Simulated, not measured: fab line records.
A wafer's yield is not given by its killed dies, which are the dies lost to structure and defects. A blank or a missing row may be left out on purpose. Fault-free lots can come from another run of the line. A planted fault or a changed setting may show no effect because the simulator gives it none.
Check of tool commonality :: flow gf180mcu :: 12 lots and 36 wafers in the sample

== REASON IT WAS OPENED ==
At GF_DNWELL_TW_MEAS_09 the reading DNWELL_TW is flagged on 2 of 12 lots. Fault-free wafers read 1339, with a standard deviation of 12.
Rule: flag the lot when none of its wafers has a number, or when each of its wafers that has one lies beyond 4 standard deviations from that mean. All remaining lots are regarded as sound.

lot: L641
measured: day 2 21:21
on: film-metro-04
DNWELL_TW, wafer by wafer: 1340 1341 1341
flag: 

lot: L642
measured: day 2 23:51
on: film-metro-01
DNWELL_TW, wafer by wafer: 1336 1328 1340
flag: 

lot: L643
measured: day 3 05:08
on: film-metro-04
DNWELL_TW, wafer by wafer: 1329 1332 1331
flag: 

lot: L645
measured: day 3 15:36
on: film-metro-01
DNWELL_TW, wafer by wafer: 1319 1319 1329
flag: 

lot: L646
measured: day 3 21:58
on: film-metro-01
DNWELL_TW, wafer by wafer: 1320 1334 1324
flag: 

lot: L647
measured: day 4 04:06
on: film-metro-04
DNWELL_TW, wafer by wafer: 1322 1317 1312
flag: 

lot: L648
measured: day 4 07:23
on: film-metro-01
DNWELL_TW, wafer by wafer: 1218 1226 1223
flag: FLAGGED

lot: L649
measured: day 4 14:05
on: film-metro-03
DNWELL_TW, wafer by wafer: 1231 1227 1228
flag: FLAGGED

lot: L660
measured: day 6 22:43
on: film-metro-01
DNWELL_TW, wafer by wafer: 1355 1348 1363
flag: 

lot: L661
measured: day 7 05:49
on: film-metro-04
DNWELL_TW, wafer by wafer: 1326 1333 1325
flag: 

lot: L663
measured: day 7 14:56
on: film-metro-04
DNWELL_TW, wafer by wafer: 1327 1332 1333
flag: 

lot: L664
measured: day 7 19:46
on: film-metro-01
DNWELL_TW, wafer by wafer: 1345 1344 1337
flag: 
The mean of the flagged lots' numbers is 1226, -114 from the usual (-9 standard deviations).

== WHICH TOOL RAN EACH LOT ==
The record holds 1 process step before the reading, out of a route of 602 steps. Read each cell as the tool, then ch plus the chambers that the sampled wafers visited, then the start.
lot: L641
flag: 
GF_DNWELL_IMPLANT_07: implanter-04 ch 0, day 2 21:07

lot: L642
flag: 
GF_DNWELL_IMPLANT_07: implanter-04 ch 0, day 2 23:37

lot: L643
flag: 
GF_DNWELL_IMPLANT_07: implanter-04 ch 0, day 3 04:53

lot: L645
flag: 
GF_DNWELL_IMPLANT_07: implanter-02 ch 0, day 3 15:22

lot: L646
flag: 
GF_DNWELL_IMPLANT_07: implanter-02 ch 0, day 3 21:46

lot: L647
flag: 
GF_DNWELL_IMPLANT_07: implanter-02 ch 0, day 4 03:52

lot: L648
flag: FLAGGED
GF_DNWELL_IMPLANT_07: implanter-02 ch 0, day 4 07:08

lot: L649
flag: FLAGGED
GF_DNWELL_IMPLANT_07: implanter-02 ch 0, day 4 13:50

lot: L660
flag: 
GF_DNWELL_IMPLANT_07: implanter-04 ch 0, day 6 22:31

lot: L661
flag: 
GF_DNWELL_IMPLANT_07: implanter-04 ch 0, day 7 05:35

lot: L663
flag: 
GF_DNWELL_IMPLANT_07: implanter-01 ch 0, day 7 14:41

lot: L664
flag: 
GF_DNWELL_IMPLANT_07: implanter-02 ch 0, day 7 19:34
What these steps do:
- GF_DNWELL_IMPLANT_07
- GF_DNWELL_TW_MEAS_09

== FLAGGED AGAINST TOTAL, ONE TOOL AT A TIME (gauges that did the reading follow at the end) ==
step: GF_DNWELL_IMPLANT_07
tool: implanter-01
lots run: 1
flagged: 0
share of the flagged lots: none
sound lots run after its first flagged lot: -

step: GF_DNWELL_IMPLANT_07
tool: implanter-02
lots run: 6
flagged: 2
share of the flagged lots: all
sound lots run after its first flagged lot: 1 (L664)

step: GF_DNWELL_IMPLANT_07
tool: implanter-04
lots run: 5
flagged: 0
share of the flagged lots: none
sound lots run after its first flagged lot: -

step: GF_DNWELL_TW_MEAS_09
tool: film-metro-01
lots run: 6
flagged: 1
share of the flagged lots: some
sound lots run after its first flagged lot: 2 (L660,L664)

step: GF_DNWELL_TW_MEAS_09
tool: film-metro-03
lots run: 1
flagged: 1
share of the flagged lots: some
sound lots run after its first flagged lot: 0

step: GF_DNWELL_TW_MEAS_09
tool: film-metro-04
lots run: 5
flagged: 0
share of the flagged lots: none
sound lots run after its first flagged lot: -

== WHAT THE TABLE PERMITS ==
Rows of the table that ran each flagged lot: 1, that is implanter-02 at GF_DNWELL_IMPLANT_07.
- implanter-02 at GF_DNWELL_IMPLANT_07 ran 6 lots, 2 of them flagged. Sound lots ran on it after the first flagged one (L664), which a lasting fault on the whole tool wouldn't allow. Its own readings (dose-ions-cm2, faraday-current-uA) fall more than 4 standard deviations out on all wafers of the flagged lots.
Every row of the table either missed a flagged lot or ran a sound lot after the first.

== WHAT THE SIMULATOR HAD INSERTED ==
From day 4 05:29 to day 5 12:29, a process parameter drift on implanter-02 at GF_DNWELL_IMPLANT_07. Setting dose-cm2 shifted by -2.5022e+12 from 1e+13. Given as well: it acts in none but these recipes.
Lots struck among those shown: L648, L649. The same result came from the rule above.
